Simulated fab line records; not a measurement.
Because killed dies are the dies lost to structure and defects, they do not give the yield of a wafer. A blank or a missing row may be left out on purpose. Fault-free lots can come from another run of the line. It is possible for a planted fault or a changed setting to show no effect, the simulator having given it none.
Which of the tools did it? | flow gf180mcu | 7 lots, 21 wafers sampled, at 2 steps of a route of 602

== WHAT THE GAUGES READ, wafer by wafer ==
GF_VT_IMPLANT_OVL_MEAS_07.
lot  | measured     | on         | VT_IMPLANT_OVL (nm)
L468 | day 6 01:55  | overlay-02 | 0.2 -0.7 -0.7
L471 | day 6 16:29  | overlay-01 | -2.3 0.3 -1.0
L474 | day 7 19:37  | overlay-01 | -3.1 -3.1 -1.8
L477 | day 8 07:08  | overlay-02 | -1.0 -0.8 0.3
L478 | day 8 19:46  | overlay-01 | -1.4 -0.1 -1.1
L483 | day 10 01:58 | overlay-01 | -1.7 -2.0 0.1
L489 | day 11 04:31 | overlay-01 | 0.1 1.2 -0.3

== WHAT TOOL EACH LOT RAN ON (gives the tool, then ch and the chambers of the sampled wafers, and finally the start) ==
lot  | GF_STI_ETCH_14
L468 | rie-si-01 ch 0,3, day 2 10:52
L471 | rie-si-01 ch 1,2, day 2 21:56
L474 | rie-si-02 ch 1,2,3, day 3 16:47
L477 | rie-si-01 ch 0,2,3, day 4 05:59
L478 | rie-si-02 ch 0,2, day 4 13:41
L483 | rie-si-01 ch 0,2, day 5 15:20
L489 | rie-si-02 ch 0,2, day 6 21:07
- GF_STI_ETCH_14: etches Si in HBr/Cl2/O2, target depth 360 nm, time 102.9 s.

== THE ANSWER, worked out from the rows above alone ==
Rule: the lots themselves supply what counts as usual. Put in order of their means at a reading, lots are off if they are a third of the lots or fewer, leave a main group of 4 or more, and stand apart from it by a gap of 3 or more times the standard deviation of the main group's means; of several such gaps the widest counts. The tables above print the reading to a certain number of digits; a main group whose means all agree to those digits is not used. A lot without any number at a reading at which 4 lots or more have one is off too. Where the step has rows for the other lots, those lots are counted as sound.
No lot is off at any reading shown: from this, nothing can be told.

== WHAT WAS PUT IN BY THE SIMULATOR ==
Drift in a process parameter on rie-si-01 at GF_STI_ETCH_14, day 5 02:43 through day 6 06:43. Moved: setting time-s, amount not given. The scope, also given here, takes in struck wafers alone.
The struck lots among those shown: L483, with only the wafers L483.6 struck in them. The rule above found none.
